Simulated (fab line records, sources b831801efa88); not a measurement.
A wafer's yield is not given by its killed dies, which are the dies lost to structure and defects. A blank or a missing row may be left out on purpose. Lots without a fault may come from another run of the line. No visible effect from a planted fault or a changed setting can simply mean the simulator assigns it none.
Which of the tools did it? | flow sky130 | 14 lots, 42 wafers sampled, at 4 steps of a route of 708

WHAT THE GAUGES READ, wafer by wafer
SKY_FIELD_ISO_THK_MEAS_04. Usual: for FIELD_ISO_CVD_03_THK the level is 163.8 nm and the standard deviation is 1.7.
lot  | measured    | on            | FIELD_ISO_CVD_03_THK (nm) | flag
L923 | day 1 14:44 | film metro-04 | 165.7 165.7 164.8         |
L924 | day 1 19:17 | film metro-04 | 164.3 164.9 164.9         |
L925 | day 2 00:00 | film metro-04 | 165.7 163.4 165.2         |
L927 | day 2 09:51 | film metro-01 | 165.8 164.7 164.0         |
L928 | day 2 14:29 | film metro-04 | 163.1 163.0 163.2         |
L929 | day 2 19:29 | film metro-01 | 159.3 160.6 161.0         |
L930 | day 3 00:29 | film metro-04 | 165.2 163.8 163.9         |
L931 | day 3 05:29 | film metro-04 | 164.8 163.3 163.0         |
L932 | day 3 10:30 | film metro-02 | 163.7 163.7 163.5         |
L933 | day 3 17:20 | film metro-02 | 163.0 163.9 161.6         |
L939 | day 4 23:35 | film metro-04 | 162.7 163.6 164.0         |
L940 | day 5 02:35 | film metro-04 | 165.1 163.5 163.6         |
L945 | day 6 03:30 | film metro-04 | 166.0 165.8 165.5         |
L946 | day 6 08:58 | film metro-02 | 164.2 162.2 164.1         |

SKY_PWDE_TW_MEAS_10. Usual: for PWDE_TW the level is 374.3 and the standard deviation is 1.8.
lot  | measured    | on            | PWDE_TW           | flag
L923 | day 3 17:21 | film metro-01 | 370.9 371.6 372.1 |
L924 | day 3 23:08 | film metro-03 | 376.4 375.2 376.2 |
L925 | day 4 04:19 | film metro-01 | 371.4 372.4 373.0 |
L927 | day 4 16:10 | film metro-01 | 372.6 371.5 372.5 |
L928 | day 4 19:05 | film metro-01 | 373.2 370.4 370.6 |
L929 | day 5 02:14 | film metro-03 | 374.0 375.1 375.2 |
L930 | day 5 08:48 | film metro-03 | 374.3 371.9 374.2 |
L931 | day 5 13:13 | film metro-01 | 376.5 374.1 373.1 |
L932 | day 5 18:07 | film metro-02 | 377.4 377.1 377.5 |
L933 | day 6 01:09 | film metro-01 | 375.9 377.2 378.1 |
L945 | day 8 20:44 | film metro-03 | 374.7 373.2 373.8 |
L946 | day 9 05:48 | film metro-02 | 374.3 374.1 374.4 |

SKY_NWELL_RS_MEAS_29: measures by four-point-probe. Usual: for NWELL_RS the level is 625.0 ohm/sq and the standard deviation is 2.1.
lot  | measured     | on            | NWELL_RS (ohm/sq) | flag
L923 | day 5 02:44  | film metro-03 | 625.3 626.3 625.9 |
L924 | day 5 10:43  | film metro-03 | 627.2 627.7 626.0 |
L925 | day 5 14:52  | film metro-02 | 621.8 621.4 622.1 |
L927 | day 6 03:34  | film metro-02 | 624.6 624.3 625.1 |
L928 | day 6 06:04  | film metro-02 | 624.6 624.0 623.8 |
L929 | day 6 14:21  | film metro-01 | 627.9 628.8 627.7 |
L930 | day 6 20:04  | film metro-03 | 624.7 624.0 625.0 |
L931 | day 7 01:49  | film metro-01 | 625.8 626.6 626.1 |
L932 | day 7 05:22  | film metro-02 | 620.3 622.7 622.1 |
L933 | day 7 15:22  | film metro-01 | 626.0 627.2 626.7 |
L945 | day 10 17:32 | film metro-02 | 622.0 623.7 621.9 |
L946 | day 11 04:20 | film metro-03 | 625.1 623.0 624.9 |

TOOL THAT RAN EACH LOT (tool first, then ch and the chambers of the sampled wafers, then the start)
lot  | SKY_FIELD_ISO_WET_ETCH_29
L923 | wet bench-02 ch 2, day 2 08:41
L924 | wet bench-04 ch 2, day 2 13:57
L925 | wet bench-04 ch 1, day 2 18:38
L927 | wet bench-03 ch 0, day 3 04:50
L928 | wet bench-02 ch 3, day 3 09:43
L929 | wet bench-04 ch 3, day 3 14:41
L930 | wet bench-04 ch 0, day 3 20:14
L931 | wet bench-04 ch 2, day 4 01:37
L932 | wet bench-03 ch 3, day 4 05:25
L933 | wet bench-04 ch 0, day 4 13:28
L939 | wet bench-03 ch 3, day 5 21:28
L940 | wet bench-02 ch 2, day 6 01:22
L945 | wet bench-02 ch 3, day 7 01:58
L946 | wet bench-04 ch 2, day 7 08:37
- SKY_FIELD_ISO_WET_ETCH_29: etches Si3N4 in H3PO4, target depth 160 nm, time 1825 s.

WHAT THE TOOLS THEMSELVES READ (means of the sampled wafers that have a number; where no wafer has one, the mark that the record gives instead)
SKY_FIELD_ISO_WET_ETCH_29. Usual: bath guard temp C 159.9 C, standard deviation 0.54; bath heat duty pct 26.0 %, standard deviation 2.1.
lot  | tool         | bath guard temp C (C) | bath heat duty pct (%) | flag
L923 | wet bench-02 | 159.7                 | 28.7                   |
L924 | wet bench-04 | 160.3                 | 25.4                   |
L925 | wet bench-04 | 159.8                 | 25.1                   |
L927 | wet bench-03 | 160.0                 | 27.5                   |
L928 | wet bench-02 | 159.7                 | 23.9                   |
L929 | wet bench-04 | 159.8                 | 24.5                   |
L930 | wet bench-04 | 159.2                 | 27.5                   |
L931 | wet bench-04 | 160.2                 | 23.4                   |
L932 | wet bench-03 | 160.0                 | 26.4                   |
L933 | wet bench-04 | 159.5                 | 26.0                   |
L939 | wet bench-03 | -                     | -                      | OFF
L940 | wet bench-02 | -                     | -                      | OFF
L945 | wet bench-02 | 159.3                 | 23.9                   |
L946 | wet bench-04 | 160.4                 | 25.0                   |

THE ANSWER, worked out from the rows above alone
Rule: a lot counts as off when the mean over its wafers that have a number is more than 3 standard deviations away from the usual mean. Also off: a lot with no number at a reading for which 4 or more lots have one. Any other lot the step has rows for is counted as sound. The gauges are gone through in route order, then the tools' own readings, and for those a lot's mean is taken as printed above. The first step at which some lot is off is used, and at that step the reading that is off furthest; a lot without a number counts as furthest.
Off, at SKY_FIELD_ISO_WET_ETCH_29 on bath guard temp C: L939, L940. Without a number there: L939, L940.
If a tool, at that step or one of the process steps before it, ran each lot that is off and ran no sound lot following the first of them, it fits. No candidate that was tried fits.

WHAT THE SIMULATOR HAD PUT IN
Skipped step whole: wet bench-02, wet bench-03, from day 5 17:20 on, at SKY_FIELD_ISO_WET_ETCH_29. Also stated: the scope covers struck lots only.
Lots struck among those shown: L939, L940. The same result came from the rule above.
